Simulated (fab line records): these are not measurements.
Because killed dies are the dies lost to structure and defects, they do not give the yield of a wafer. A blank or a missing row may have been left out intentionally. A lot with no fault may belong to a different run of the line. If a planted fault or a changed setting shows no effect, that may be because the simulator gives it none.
Shared-tool check / flow sky130 / Sample size 13 lots and 39 wafers

## WHAT PROMPTED THE OPENING
SKY_NWELL_RS_MEAS_29, reading NWELL_RS: flagged on 3 of 13 lots. Fault-free wafers read 625.6 ohm/sq, with a standard deviation of 1.7.
Rule: a lot gets a flag if all its wafers with a number sit over 4 standard deviations from that mean, or if no wafer of it has a number. The other lots count as sound.

lot=L608; measured=day 5 18:43; on=filmMetro-04; NWELL_RS (ohm/sq), wafer by wafer=607.4 606.3 607.4; flag=FLAGGED
lot=L609; measured=day 6 00:16; on=filmMetro-04; NWELL_RS (ohm/sq), wafer by wafer=608.3 606.1 606.8; flag=FLAGGED
lot=L614; measured=day 7 11:23; on=filmMetro-04; NWELL_RS (ohm/sq), wafer by wafer=626.0 628.2 626.6; flag=
lot=L619; measured=day 8 18:08; on=filmMetro-04; NWELL_RS (ohm/sq), wafer by wafer=608.0 608.3 606.7; flag=FLAGGED
lot=L620; measured=day 8 22:39; on=filmMetro-04; NWELL_RS (ohm/sq), wafer by wafer=624.8 625.5 624.6; flag=
lot=L621; measured=day 9 01:40; on=filmMetro-01; NWELL_RS (ohm/sq), wafer by wafer=624.4 622.7 624.1; flag=
lot=L622; measured=day 9 07:01; on=filmMetro-04; NWELL_RS (ohm/sq), wafer by wafer=627.5 625.9 625.4; flag=
lot=L623; measured=day 9 13:45; on=filmMetro-04; NWELL_RS (ohm/sq), wafer by wafer=626.9 627.4 628.1; flag=
lot=L624; measured=day 9 19:34; on=filmMetro-04; NWELL_RS (ohm/sq), wafer by wafer=627.3 629.1 629.1; flag=
lot=L626; measured=day 10 06:55; on=filmMetro-04; NWELL_RS (ohm/sq), wafer by wafer=628.1 625.6 627.0; flag=
lot=L628; measured=day 10 17:59; on=filmMetro-03; NWELL_RS (ohm/sq), wafer by wafer=624.3 623.6 623.4; flag=
lot=L629; measured=day 11 00:52; on=filmMetro-03; NWELL_RS (ohm/sq), wafer by wafer=627.2 627.1 626.8; flag=
lot=L630; measured=day 11 02:41; on=filmMetro-03; NWELL_RS (ohm/sq), wafer by wafer=626.9 623.9 624.8; flag=
The numbers of the flagged lots are 607.3 ohm/sq on average: -18.3 ohm/sq against the usual, or -11 standard deviations.

## WHICH TOOL RAN EACH LOT
2 process steps preceding the reading are held in the record, out of 708 steps in the route. Read each cell as the tool, then ch plus the chambers that the sampled wafers visited, then the start.
lot=L608; flag=FLAGGED; SKY_NWELL_IMPLANT_13=implanter-04 ch 0, day 4 22:38; SKY_NWELL_RTA_28=rtpAnneal-02 ch 0, day 5 18:37
lot=L609; flag=FLAGGED; SKY_NWELL_IMPLANT_13=implanter-02 ch 0, day 5 03:17; SKY_NWELL_RTA_28=rtpAnneal-01 ch 0, day 6 00:10
lot=L614; flag=; SKY_NWELL_IMPLANT_13=implanter-02 ch 0, day 6 13:00; SKY_NWELL_RTA_28=rtpAnneal-01 ch 0, day 7 11:17
lot=L619; flag=FLAGGED; SKY_NWELL_IMPLANT_13=implanter-03 ch 0, day 7 18:17; SKY_NWELL_RTA_28=rtpAnneal-01 ch 0, day 8 18:01
lot=L620; flag=; SKY_NWELL_IMPLANT_13=implanter-04 ch 0, day 7 22:41; SKY_NWELL_RTA_28=rtpAnneal-01 ch 0, day 8 22:32
lot=L621; flag=; SKY_NWELL_IMPLANT_13=implanter-04 ch 0, day 8 02:44; SKY_NWELL_RTA_28=rtpAnneal-02 ch 0, day 9 01:34
lot=L622; flag=; SKY_NWELL_IMPLANT_13=implanter-02 ch 0, day 8 06:32; SKY_NWELL_RTA_28=rtpAnneal-01 ch 0, day 9 06:55
lot=L623; flag=; SKY_NWELL_IMPLANT_13=implanter-04 ch 0, day 8 13:44; SKY_NWELL_RTA_28=rtpAnneal-01 ch 0, day 9 13:39
lot=L624; flag=; SKY_NWELL_IMPLANT_13=implanter-02 ch 0, day 8 19:17; SKY_NWELL_RTA_28=rtpAnneal-02 ch 0, day 9 19:27
lot=L626; flag=; SKY_NWELL_IMPLANT_13=implanter-03 ch 0, day 9 07:14; SKY_NWELL_RTA_28=rtpAnneal-01 ch 0, day 10 06:48
lot=L628; flag=; SKY_NWELL_IMPLANT_13=implanter-03 ch 0, day 9 18:57; SKY_NWELL_RTA_28=rtpAnneal-01 ch 0, day 10 17:53
lot=L629; flag=; SKY_NWELL_IMPLANT_13=implanter-03 ch 0, day 10 01:43; SKY_NWELL_RTA_28=rtpAnneal-01 ch 0, day 11 00:46
lot=L630; flag=; SKY_NWELL_IMPLANT_13=implanter-03 ch 0, day 10 03:52; SKY_NWELL_RTA_28=rtpAnneal-02 ch 0, day 11 02:35
What the steps here do:
- SKY_NWELL_IMPLANT_13
- SKY_NWELL_RTA_28: time 30 s.
- SKY_NWELL_RS_MEAS_29: measures by four-point-probe.

## FLAGGED OVER TOTAL, TOOL BY TOOL (the gauges that took the reading come last)
step=SKY_NWELL_IMPLANT_13; tool=implanter-02; lots run=4; flagged=1; share of the flagged lots=some; sound lots run after its first flagged lot=3 (L614,L622,L624)
step=SKY_NWELL_IMPLANT_13; tool=implanter-03; lots run=5; flagged=1; share of the flagged lots=some; sound lots run after its first flagged lot=4 (L626,L628,L629,L630)
step=SKY_NWELL_IMPLANT_13; tool=implanter-04; lots run=4; flagged=1; share of the flagged lots=some; sound lots run after its first flagged lot=3 (L620,L621,L623)
step=SKY_NWELL_RTA_28; tool=rtpAnneal-01; lots run=9; flagged=2; share of the flagged lots=some; sound lots run after its first flagged lot=7 (L614,L620,L622,L623,L626,L628,L629)
step=SKY_NWELL_RTA_28; tool=rtpAnneal-02; lots run=4; flagged=1; share of the flagged lots=some; sound lots run after its first flagged lot=3 (L621,L624,L630)
step=SKY_NWELL_RS_MEAS_29; tool=filmMetro-01; lots run=1; flagged=0; share of the flagged lots=none; sound lots run after its first flagged lot=-
step=SKY_NWELL_RS_MEAS_29; tool=filmMetro-03; lots run=3; flagged=0; share of the flagged lots=none; sound lots run after its first flagged lot=-
step=SKY_NWELL_RS_MEAS_29; tool=filmMetro-04; lots run=9; flagged=3; share of the flagged lots=all; sound lots run after its first flagged lot=6 (L614,L620,L622,L623,L624,L626)

## THE TABLE: WHAT IT ALLOWS
In the table, 1 row covers all flagged lots: filmMetro-04 at SKY_NWELL_RS_MEAS_29.
- filmMetro-04 at SKY_NWELL_RS_MEAS_29: 3 of its 9 lots flagged. Sound lots ran on it after the first flagged one (L614, L620, L622, L623, L624, L626), which a lasting fault on the whole tool wouldn't allow.
There is no row in the table that ran each flagged lot and no sound lot after the first.

## WHAT THE SIMULATOR PUT IN
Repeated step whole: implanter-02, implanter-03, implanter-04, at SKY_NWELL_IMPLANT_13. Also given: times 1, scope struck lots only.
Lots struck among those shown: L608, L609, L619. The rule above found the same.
